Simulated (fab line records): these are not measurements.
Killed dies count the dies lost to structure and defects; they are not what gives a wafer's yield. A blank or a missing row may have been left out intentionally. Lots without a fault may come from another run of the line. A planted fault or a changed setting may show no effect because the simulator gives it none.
The tool behind it: which one? | flow sky130 | 14 lots, 42 wafers sampled, at 4 steps of a route of 708

WHAT EACH GAUGE READ, for each wafer
SKY_VT_ADJUST_LVTN_OVL_MEAS_07. Usual: VT_ADJUST_LVTN_OVL gives -0.9 nm (standard deviation 1).
lot  | measured     | on         | VT_ADJUST_LVTN_OVL (nm) | flag
L435 | day 7 08:07  | overlay-02 | -2.2 -0.3 0.0           |
L436 | day 7 12:28  | overlay-01 | -1.6 -2.1 -0.9          |
L442 | day 9 08:30  | overlay-02 | -1.6 -1.1 -1.1          |
L445 | day 10 04:16 | overlay-02 | -2.4 -0.9 -0.2          |
L446 | day 10 09:13 | overlay-01 | -3.0 -1.9 -2.0          |
L447 | day 10 15:03 | overlay-01 | -1.3 -2.5 -4.0          |
L448 | day 10 22:34 | overlay-01 | -0.6 -2.2 -0.9          |
L449 | day 11 15:58 | overlay-02 | -0.1 -0.5 0.2           |
L450 | day 11 21:57 | overlay-02 | -0.9 -1.7 -0.7          |
L451 | day 12 01:25 | overlay-01 | 0.0 -1.7 -1.8           |
L452 | day 12 05:41 | overlay-02 | -0.4 -1.6 0.4           |
L453 | day 12 09:10 | overlay-01 | -0.6 -0.3 0.9           |
L455 | day 12 23:55 | overlay-01 | -0.2 -0.6 -1.1          |
L456 | day 13 06:23 | overlay-02 | -1.1 -2.1 -0.5          |

SKY_VT_ADJUST_HVTR_OVL_MEAS_08. Usual: VT_ADJUST_HVTR_OVL gives 0.3 nm (standard deviation 1.6).
lot  | measured     | on         | VT_ADJUST_HVTR_OVL (nm) | flag
L435 | day 9 23:00  | overlay-01 | 2.4 2.2 3.7             |
L436 | day 10 04:39 | overlay-01 | -0.1 0.0 1.6            |
L442 | day 12 06:55 | overlay-01 | -1.0 2.3 -0.2           |
L445 | day 13 03:15 | overlay-01 | -0.4 1.2 0.9            |
L446 | day 13 07:52 | overlay-02 | -1.2 -1.5 2.2           |
L447 | day 13 13:53 | overlay-01 | 3.2 2.5 3.2             |
L448 | day 13 22:54 | overlay-01 | 2.5 3.3 1.9             |
L449 | day 14 18:47 | overlay-02 | -1.1 1.4 -0.2           |
L450 | day 15 00:35 | overlay-01 | 0.7 0.4 1.6             |
L451 | day 15 04:17 | overlay-02 | 2.8 3.2 2.4             |
L452 | day 15 08:11 | overlay-01 | 1.2 -3.8 -1.7           |
L453 | day 15 12:03 | overlay-01 | -1.8 -1.5 -1.1          |
L455 | day 16 06:28 | overlay-01 | 1.1 3.1 0.1             |
L456 | day 16 12:58 | overlay-01 | 0.8 1.0 0.3             |

EACH LOT AND THE TOOL THAT RAN IT (in order: tool; ch and the chambers of the sampled wafers; start)
lot  | SKY_VT_ADJUST_HVTP_DEVELOP_06     | SKY_VT_ADJUST_LVTN_STRIP_09
L435 | litho_track-03 ch 0, day 6 12:28  | plasma_asher-01 ch 0,1, day 7 08:19
L436 | litho_track-03 ch 0, day 6 17:07  | plasma_asher-04 ch 0,1, day 7 12:40
L442 | litho_track-01 ch 0, day 8 10:27  | plasma_asher-01 ch 0,1, day 9 08:41
L445 | litho_track-03, day 9 05:40       | plasma_asher-01 ch 0,1, day 10 04:28
L446 | litho_track-01, day 9 10:21       | plasma_asher-03 ch 0,1, day 10 09:25
L447 | litho_track-01 ch 0, day 9 16:39  | plasma_asher-01 ch 0,1, day 10 15:14
L448 | litho_track-03 ch 0, day 9 23:01  | plasma_asher-03 ch 0,1, day 10 22:49
L449 | litho_track-03 ch 0, day 10 16:22 | plasma_asher-03 ch 0,1, day 11 16:10
L450 | litho_track-03 ch 0, day 10 22:16 | plasma_asher-04 ch 0,1, day 11 22:08
L451 | litho_track-02 ch 0, day 11 01:33 | plasma_asher-04 ch 0,1, day 12 01:37
L452 | litho_track-03 ch 0, day 11 05:47 | plasma_asher-01 ch 0,1, day 12 05:52
L453 | litho_track-02 ch 0, day 11 09:07 | plasma_asher-01 ch 0,1, day 12 09:22
L455 | litho_track-02 ch 0, day 11 23:21 | plasma_asher-03 ch 0,1, day 13 00:07
L456 | litho_track-01 ch 0, day 12 06:05 | plasma_asher-01 ch 0,1, day 13 06:34
- SKY_VT_ADJUST_HVTP_DEVELOP_06: develop time 60 s.
- SKY_VT_ADJUST_LVTN_STRIP_09: strips in O2/N2.

AS READ BY THE TOOLS THEMSELVES (means over the sampled wafers that have a number; for cases with no such wafer, the mark the record gives instead)
SKY_VT_ADJUST_HVTP_DEVELOP_06. Usual: chill_plate_temp_C at 23.01 C, with a standard deviation of 0.11.
lot  | tool           | chill_plate_temp_C (C) | flag
L435 | litho_track-03 | 23.02                  |
L436 | litho_track-03 | 23.11                  |
L442 | litho_track-01 | 23.02                  |
L445 | litho_track-03 | -                      | OFF
L446 | litho_track-01 | -                      | OFF
L447 | litho_track-01 | 23.02                  |
L448 | litho_track-03 | 22.95                  |
L449 | litho_track-03 | 23.12                  |
L450 | litho_track-03 | 23.13                  |
L451 | litho_track-02 | 23.10                  |
L452 | litho_track-03 | 23.05                  |
L453 | litho_track-02 | 22.99                  |
L455 | litho_track-02 | 22.97                  |
L456 | litho_track-01 | 22.95                  |

SKY_VT_ADJUST_LVTN_STRIP_09. Usual: drypump_motor_current_A 5.9 A, standard deviation 0.36; n2_flow_sccm 299.9 sccm, standard deviation 1; oes_product_au 0.722 a.u., standard deviation 0.0052; strip_time_to_endpoint_s 36.96 s, standard deviation 0.1.
lot  | tool            | drypump_motor_current_A (A) | n2_flow_sccm (sccm) | oes_product_au (a.u.) | strip_time_to_endpoint_s (s) | flag
L435 | plasma_asher-01 | 5.3                         | 301.0               | 0.719                 | 37.08                        |
L436 | plasma_asher-04 | 5.8                         | 299.5               | 0.720                 | 36.87                        |
L442 | plasma_asher-01 | 5.4                         | 299.7               | 0.727                 | 37.11                        |
L445 | plasma_asher-01 | 5.4                         | 300.6               | 0.721                 | 36.95                        |
L446 | plasma_asher-03 | 6.2                         | 300.4               | 0.725                 | 37.00                        |
L447 | plasma_asher-01 | 5.4                         | 300.7               | 0.716                 | 37.00                        |
L448 | plasma_asher-03 | 6.2                         | 299.5               | 0.722                 | 37.03                        |
L449 | plasma_asher-03 | 6.2                         | 300.0               | 0.721                 | 37.01                        |
L450 | plasma_asher-04 | 5.9                         | 301.2               | 0.722                 | 36.99                        |
L451 | plasma_asher-04 | 5.9                         | 300.6               | 0.717                 | 36.97                        |
L452 | plasma_asher-01 | 5.4                         | 299.7               | 0.721                 | 37.00                        |
L453 | plasma_asher-01 | 5.4                         | 299.1               | 0.725                 | 36.97                        |
L455 | plasma_asher-03 | 6.2                         | 300.2               | 0.719                 | 36.87                        |
L456 | plasma_asher-01 | 5.4                         | 299.7               | 0.721                 | 36.95                        |

THE ANSWER, worked out from the rows above alone
Rule: a lot is off if the mean of its wafers that have a number lies more than 3 standard deviations from the usual mean. Also off: a lot with no number at a reading for which 4 or more lots have one. Any other lot the step has rows for is counted as sound. The gauges are gone through in route order, then the tools' own readings, and for those a lot's mean is taken as printed above. The first step at which some lot is off is used, and at that step the reading that is off furthest; a lot without a number counts as furthest.
Off at SKY_VT_ADJUST_HVTP_DEVELOP_06 (chill_plate_temp_C): L445, L446. Without a number there: L445, L446.
If a tool, at that step or one of the process steps before it, ran each lot that is off and ran no sound lot following the first of them, it fits. Of those tried, none fits.

WHAT WAS PUT IN BY THE SIMULATOR
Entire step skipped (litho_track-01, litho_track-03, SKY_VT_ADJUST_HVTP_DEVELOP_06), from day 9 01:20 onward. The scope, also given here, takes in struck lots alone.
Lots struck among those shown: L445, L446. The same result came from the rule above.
